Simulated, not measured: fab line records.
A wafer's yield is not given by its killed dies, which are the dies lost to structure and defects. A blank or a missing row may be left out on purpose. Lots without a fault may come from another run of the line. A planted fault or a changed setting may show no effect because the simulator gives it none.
The tool behind it: which one? ; flow gf180mcu ; 14 lots, 42 wafers sampled, at 5 steps of a route of 602

WHAT THE GAUGES READ, wafer by wafer
GF_NWELL_OVL_MEAS_07. Usual: NWELL_OVL typically reads -0.4 nm, with standard deviation 1.4.
lot;measured;on;NWELL_OVL (nm);flag
L284;day 3 08:07;overlay-02;-0.6 -0.9 -0.5;
L285;day 3 12:34;overlay-01;2.7 0.4 0.6;
L286;day 3 18:07;overlay-02;0.1 1.4 0.3;
L292;day 5 01:49;overlay-02;-0.2 -0.5 -3.5;
L293;day 5 07:50;overlay-02;-1.8 0.5 -0.8;
L294;day 5 12:40;overlay-02;-0.8 -0.8 1.5;
L295;day 5 17:49;overlay-01;-1.5 -1.0 0.3;
L297;day 6 05:13;overlay-02;-4.4 -3.1 -2.4;
L299;day 6 19:56;overlay-02;-0.8 1.1 1.1;
L300;day 7 00:53;overlay-02;1.3 -1.4 -2.3;
L302;day 7 09:28;overlay-01;1.7 2.1 0.7;
L304;day 7 20:44;overlay-02;-1.3 -1.7 -1.5;
L305;day 8 01:19;overlay-01;0.2 0.4 0.4;
L306;day 8 06:28;overlay-01;-1.2 -2.3 -0.1;

GF_NWELL_TW_MEAS_11. Usual: NWELL_TW typically reads 1573, with standard deviation 21.
lot;measured;on;NWELL_TW;flag
L284;day 3 08:34;filmMetro-01;1546 1556 1544;
L285;day 3 13:01;filmMetro-01;1552 1554 1556;
L286;day 3 18:34;filmMetro-01;1554 1551 1553;
L292;day 5 02:15;filmMetro-04;1588 1596 1586;
L293;day 5 08:16;filmMetro-04;1597 1594 1595;
L294;day 5 13:07;filmMetro-04;1594 1606 1605;
L295;day 5 18:16;filmMetro-04;1580 1581 1603;
L297;day 6 05:38;filmMetro-02;1554 1552 1547;
L299;day 6 20:23;filmMetro-04;1596 1593 1602;
L300;day 7 01:19;filmMetro-04;1581 1591 1583;
L302;day 7 09:54;filmMetro-01;1560 1552 1553;
L304;day 7 21:10;filmMetro-04;1589 1591 1583;
L305;day 8 01:44;filmMetro-04;1586 1587 1588;
L306;day 8 06:59;filmMetro-01;1550 1550 1547;

GF_VT_IMPLANT_TW_MEAS_43. Usual: VT_IMPLANT_4_TW typically reads 693, with standard deviation 6.4.
lot;measured;on;VT_IMPLANT_4_TW;flag
L284;day 7 13:17;filmMetro-03;698 697 697;
L285;day 7 18:32;filmMetro-03;699 703 697;
L286;day 8 00:00;filmMetro-01;682 679 680;
L292;day 9 17:14;filmMetro-03;696 696 689;
L293;day 10 01:43;filmMetro-03;699 699 700;
L294;day 10 07:23;filmMetro-01;681 682 682;
L295;day 10 15:16;filmMetro-01;685 682 684;
L297;day 11 03:38;filmMetro-04;696 696 697;
L299;day 11 22:41;filmMetro-03;693 694 694;
L300;day 12 05:04;filmMetro-04;694 696 692;
L302;day 12 14:24;filmMetro-01;682 682 682;
L304;day 13 05:01;filmMetro-03;693 697 696;
L305;day 13 11:01;filmMetro-04;697 700 701;
L306;day 13 15:28;filmMetro-04;696 694 695;

GF_VT_IMPLANT_RS_MEAS_48: measurement is done with a four-point probe. Usual: LVPWELL_RS typically reads 1196 ohm/sq, with standard deviation 3.
lot;measured;on;LVPWELL_RS (ohm/sq);flag
L284;day 7 13:45;filmMetro-01;1195 1193 1194;
L285;day 7 19:00;filmMetro-02;1194 1194 1197;
L286;day 8 00:28;filmMetro-04;1192 1194 1191;
L292;day 9 17:41;filmMetro-04;1190 1192 1193;
L293;day 10 02:10;filmMetro-01;1194 1195 1194;
L294;day 10 07:53;filmMetro-04;- - -;OFF
L295;day 10 15:44;filmMetro-04;- - -;OFF
L297;day 11 04:05;filmMetro-04;1197 1198 1198;
L299;day 11 23:09;filmMetro-01;1201 1200 1202;
L300;day 12 05:32;filmMetro-04;1198 1197 1196;
L302;day 12 14:52;filmMetro-04;1193 1193 1192;
L304;day 13 05:28;filmMetro-01;1201 1194 1195;
L305;day 13 11:28;filmMetro-01;1199 1199 1197;
L306;day 13 15:55;filmMetro-01;1198 1194 1194;

WHAT TOOL EACH LOT RAN ON (gives the tool, then ch and the chambers of the sampled wafers, and finally the start)
lot;GF_LVPWELL_IMPLANT_09
L284;implanter-02 ch 0, day 3 21:34
L285;implanter-01 ch 0, day 4 01:44
L286;implanter-02 ch 0, day 4 06:58
L292;implanter-01 ch 0, day 5 16:02
L293;implanter-01 ch 0, day 5 22:53
L294;implanter-03 ch 0, day 6 03:44
L295;implanter-03 ch 0, day 6 09:49
L297;implanter-01 ch 0, day 6 20:34
L299;implanter-01 ch 0, day 7 12:17
L300;implanter-01 ch 0, day 7 17:49
L302;implanter-02 ch 0, day 8 02:28
L304;implanter-02 ch 0, day 8 14:02
L305;implanter-01 ch 0, day 8 18:26
L306;implanter-02 ch 0, day 8 23:53
- GF_LVPWELL_IMPLANT_09

AS READ BY THE TOOLS THEMSELVES (means over the sampled wafers that have a number; for cases with no such wafer, the mark the record gives instead)
GF_LVPWELL_IMPLANT_09. Usual: tiltDeg 0.003 degrees, standard deviation 0.019.
lot;tool;tiltDeg (degrees);flag
L284;implanter-02;0.007;
L285;implanter-01;0.003;
L286;implanter-02;-0.013;
L292;implanter-01;0.014;
L293;implanter-01;0.001;
L294;implanter-03;8.521;OFF
L295;implanter-03;8.545;OFF
L297;implanter-01;-0.015;
L299;implanter-01;-0.023;
L300;implanter-01;0.017;
L302;implanter-02;-0.042;
L304;implanter-02;-0.011;
L305;implanter-01;-0.022;
L306;implanter-02;0.007;

THE ANSWER, worked out from the rows above alone
Rule: a lot is off if the mean of its wafers that have a number lies more than 3 standard deviations from the usual mean. A lot without any number at a reading at which 4 lots or more have one is off too. The other lots that the step has rows for count as sound. After the gauges, taken in route order, come the tools' own readings; for these a lot's mean is taken, as printed above. The first step at which some lot is off is used, and at that step the reading that is off furthest; a lot without a number counts as furthest.
Off: L294, L295, at GF_VT_IMPLANT_RS_MEAS_48 (LVPWELL_RS). Without a number there: L294, L295.
If a tool, at a process step before that reading, ran all the lots that are off and no sound lot after the first of them, it fits. The gauges at GF_VT_IMPLANT_RS_MEAS_48 aren't tried: what is off there is off at GF_LVPWELL_IMPLANT_09 too, on other tools, and a gauge's error can't cause that. One fits: implanter-03 at GF_LVPWELL_IMPLANT_09. It ran no sound lot before its first lot that is off in this sample, so the start can't be narrowed down.
The tool's own readings at GF_LVPWELL_IMPLANT_09 bear it out: on the lots that are off they differ by more than 5 times the standard deviation of the sound lots' means. tiltDeg reads 8.533 degrees there against -0.006 degrees on the sound lots.

WHAT THE SIMULATOR HAD PUT IN
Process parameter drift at GF_LVPWELL_IMPLANT_09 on implanter-03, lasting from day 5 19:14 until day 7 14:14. Setting tiltDeg, moved by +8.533, from 0. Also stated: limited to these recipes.
Lots struck among those shown: L294, L295. Same finding as the rule above.
